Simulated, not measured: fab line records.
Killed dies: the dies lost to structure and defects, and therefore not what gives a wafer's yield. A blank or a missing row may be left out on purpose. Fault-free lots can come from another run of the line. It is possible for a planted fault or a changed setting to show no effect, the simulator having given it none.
The tool behind it: which one? + flow sfq-line + 14 lots, 41 wafers sampled, at 1 step of a route of 325

## WHAT EACH GAUGE READ, for each wafer
The record holds no reading of a measuring or inspecting step that can be judged against a usual standard deviation.

## WHAT TOOL EACH LOT RAN ON (gives the tool, then ch and the chambers of the sampled wafers, and finally the start)
| lot  | SFQ_TRILAYER_C5_ETCH_VIA_ETCH_154  |
|------|------------------------------------|
| L596 | rie-diel-02 ch 1,3, day 67 10:40   |
| L597 | rie-diel-01 ch 1,2, day 67 11:52   |
| L598 | rie-diel-04 ch 1,2,3, day 67 14:16 |
| L604 | rie-diel-04 ch 0,2,3, day 69 02:19 |
| L605 | rie-diel-04 ch 0,2,3, day 70 02:22 |
| L606 | rie-diel-04 ch 1,2,3, day 70 22:11 |
| L607 | rie-diel-02 ch 2,3, day 71 06:35   |
| L608 | rie-diel-01 ch 0,1,3, day 71 07:47 |
| L609 | rie-diel-02 ch 0,1,2, day 71 12:35 |
| L614 | rie-diel-01 ch 1,2, day 72 11:38   |
| L616 | rie-diel-04 ch 2,3, day 73 06:58   |
| L617 | rie-diel-04 ch 0,1,2, day 73 12:58 |
| L618 | rie-diel-01 ch 0,1,2, day 73 16:34 |
| L619 | rie-diel-02 ch 1,3, day 73 20:25   |
- SFQ_TRILAYER_C5_ETCH_VIA_ETCH_154: etches SiO2 in CHF3, stops on Nb, target depth 84 nm.

## AS READ BY THE TOOLS THEMSELVES (means over the sampled wafers that have a number; for cases with no such wafer, the mark the record gives instead)
SFQ_TRILAYER_C5_ETCH_VIA_ETCH_154.
| lot  | tool        | bias-w (W) | drypump-motor-current-A (A) | oes-product-au (a.u.) |
|------|-------------|------------|-----------------------------|-----------------------|
| L596 | rie-diel-02 | 79.85      | 6.1                         | 0.890                 |
| L597 | rie-diel-01 | 80.21      | 6.3                         | 0.896                 |
| L598 | rie-diel-04 | 80.24      | 5.8                         | 0.898                 |
| L604 | rie-diel-04 | 80.09      | 6.1                         | 0.889                 |
| L605 | rie-diel-04 | 79.86      | 6.1                         | 0.892                 |
| L606 | rie-diel-04 | 79.87      | 5.8                         | 0.891                 |
| L607 | rie-diel-02 | 79.99      | 5.2                         | 0.896                 |
| L608 | rie-diel-01 | 79.97      | 6.1                         | 0.900                 |
| L609 | rie-diel-02 | 79.85      | 5.6                         | 0.890                 |
| L614 | rie-diel-01 | 80.00      | 6.1                         | 0.894                 |
| L616 | rie-diel-04 | 61.47      | 6.3                         | 0.894                 |
| L617 | rie-diel-04 | 61.43      | 5.6                         | 0.899                 |
| L618 | rie-diel-01 | 80.22      | 6.2                         | 0.898                 |
| L619 | rie-diel-02 | 80.24      | 6.1                         | 0.889                 |

## THE ANSWER, worked out from the rows above alone
Rule: the usual values come from the lots themselves. The widest of any qualifying gaps counts: lots, ordered by their means at a reading, are off when they make up no more than a third of the lots, leave a main group of 4 or more, and stand apart from it by 3 or more times the standard deviation of that group's means. If all means in a main group match to the digits the tables above print for the reading, that group is not used. Also off: a lot with no number at a reading for which 4 or more lots have one. The other lots that the step has rows for count as sound. First the gauges in route order, then the tools' own readings, where a lot's mean is used as printed above. The first step at which some lot is off is used, and at that step the reading that is off furthest; a lot without a number counts as furthest.
Off at SFQ_TRILAYER_C5_ETCH_VIA_ETCH_154 (bias-w): L616, L617. The main group has a mean of 80.03 W with a standard deviation of 0.15.
A tool fits if, at that step or a process step before it, it ran every lot that is off, and no sound lot after the first of them. One fits: SFQ_TRILAYER_C5_ETCH_VIA_ETCH_154 on rie-diel-04. A fault onset in the window from L606 (day 70 22:11, its last sound lot) to L616 (day 73 06:58, its first lot off) fits.
On the lots that are off, the tool's own readings at SFQ_TRILAYER_C5_ETCH_VIA_ETCH_154 differ by more than 5 times the standard deviation of the sound lots' means, which bears it out; bias-w reads 61.45 W there versus 80.03 W on the sound lots.

## WHAT WAS PUT IN BY THE SIMULATOR
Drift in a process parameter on rie-diel-04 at SFQ_TRILAYER_C5_ETCH_VIA_ETCH_154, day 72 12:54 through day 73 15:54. From 80, the setting bias-w moved by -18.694. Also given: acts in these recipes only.
Lots struck among those shown: L616, L617. The rule above found the same.
